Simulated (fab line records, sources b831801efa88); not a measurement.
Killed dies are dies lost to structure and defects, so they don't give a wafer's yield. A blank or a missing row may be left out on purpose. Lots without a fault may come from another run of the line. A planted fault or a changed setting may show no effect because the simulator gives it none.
A struck lot beside a sound one | flow gf180mcu | 16 steps out of a route of 602
Sound: wafers L877.1, L877.2, L877.6. Struck: wafers L889.2, L889.5, L889.6. The cause comes at the end.
At each step with rows: each side's tool, then ch and its chambers, then its first start. Under that, the readings that differ: sound wafers | struck wafers | difference of the means | sigmas: that difference in standard deviations of wafers without a fault.
alike: readings whose means differ by less than 2 such deviations, and words and numbers that are the same on both sides. not compared: withheld readings, readings that some wafer has no value for, bounds like >300 that may hide the same value, and numbers for which the record gives no deviation and whose values overlap.
The two part at a step that has a row with sigmas, a row that says differs or no value, or rows on one side only. Numbers that don't overlap but have no deviation are shown without sigmas and don't part them. A reading that every wafer of one side lacks parts them only if that side has two wafers or more.

first, 1 step without rows for these wafers: GF_TOP_METAL_CLEAN_19 (cleans in DIW).
GF_PASSIVATION_CVD_00: deposits SiO2 from TEOS, target thk 1000 nm, time 111.95 s.
  sound on pecvd-02 ch 0,2, day 28 02:50; struck on pecvd-04 ch 0,1, day 31 18:58
  alike: heater_power_w
GF_PASSIVATION_THK_MEAS_01:
  sound on film_metro-01, day 28 02:55; struck on film_metro-03, day 31 19:04
  alike: PASSIVATION_CVD_00_THK
GF_PASSIVATION_CVD_02: deposits Si3N4, target thk 700 nm, time 486.18 s.
  sound on pecvd-04 ch 1,2, day 28 02:58; struck on pecvd-02 ch 0,2, day 31 19:07
  alike: heater_power_w
GF_PASSIVATION_THK_MEAS_03:
  sound on film_metro-01, day 28 03:16; struck on film_metro-04, day 31 19:25
  alike: PASSIVATION_CVD_02_THK
then, 7 steps without rows for these wafers: GF_PASSIVATION_DEHYDRATE_04 (time 60 s); GF_PASSIVATION_HMDS_05 (prime time 60 s); GF_PASSIVATION_COAT_06 (resist thk 4000 nm); GF_PASSIVATION_SOFTBAKE_07; GF_PASSIVATION_EXPOSE_08 (exposes mask Pad, target cd 40000 nm); GF_PASSIVATION_PEB_09; GF_PASSIVATION_DEVELOP_10 (develop time 60 s).
GF_PASSIVATION_ETCH_11: etches the open film in CF4/O2, stops on TiN, target depth 2040 nm, time 453.3 s.
  sound on rie_diel-03 ch 0,2, day 28 23:18; struck on rie_diel-01 ch 0,1,3, day 32 12:09
  reading                                       | sound             | struck            | difference | sigmas
  oes_product_au (a.u.)                         | 0.993 0.981 0.987 | 1.010 1.002 0.991 | +0.014     | +2
  rf_fwd_power_W (W)                            | 799.1 795.0 798.9 | 928.2 930.3 924.0 | +129.8     | +59
  model.coat_of_PASSIVATION_COAT_06.thk_nm (nm) | 2637 2669 2674    | 2457 2494 2482    | -182       |
  alike: bias_w, drypump_motor_current_A, throttle_valve_pct
  not compared: rf_hours_counter_h
GF_PASSIVATION_STRIP_12: strips in O2/N2.
  sound on plasma_asher-04 ch 0,1, day 28 23:42; struck on plasma_asher-02 ch 0,1, day 32 12:25
  reading                      | sound             | struck            | difference | sigmas
  strip_time_to_endpoint_s (s) | 32.92 33.25 33.32 | 30.82 31.25 31.10 | -2.11      | -10
  alike: drypump_motor_current_A, heater_power_w, oes_product_au
  not compared: rf_hours_counter_h
then, 2 steps without rows for these wafers: GF_PASSIVATION_ANNEAL_13 (time 1800 s); GF_PASSIVATION_PROBE_99.

WHERE THEY PART
First at GF_PASSIVATION_ETCH_11; last, within this record, at GF_PASSIVATION_STRIP_12.

WHY: what the simulator had put in
Process parameter drift: rie_diel-01, from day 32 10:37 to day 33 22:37, at GF_PASSIVATION_ETCH_11. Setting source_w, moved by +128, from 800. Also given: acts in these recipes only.
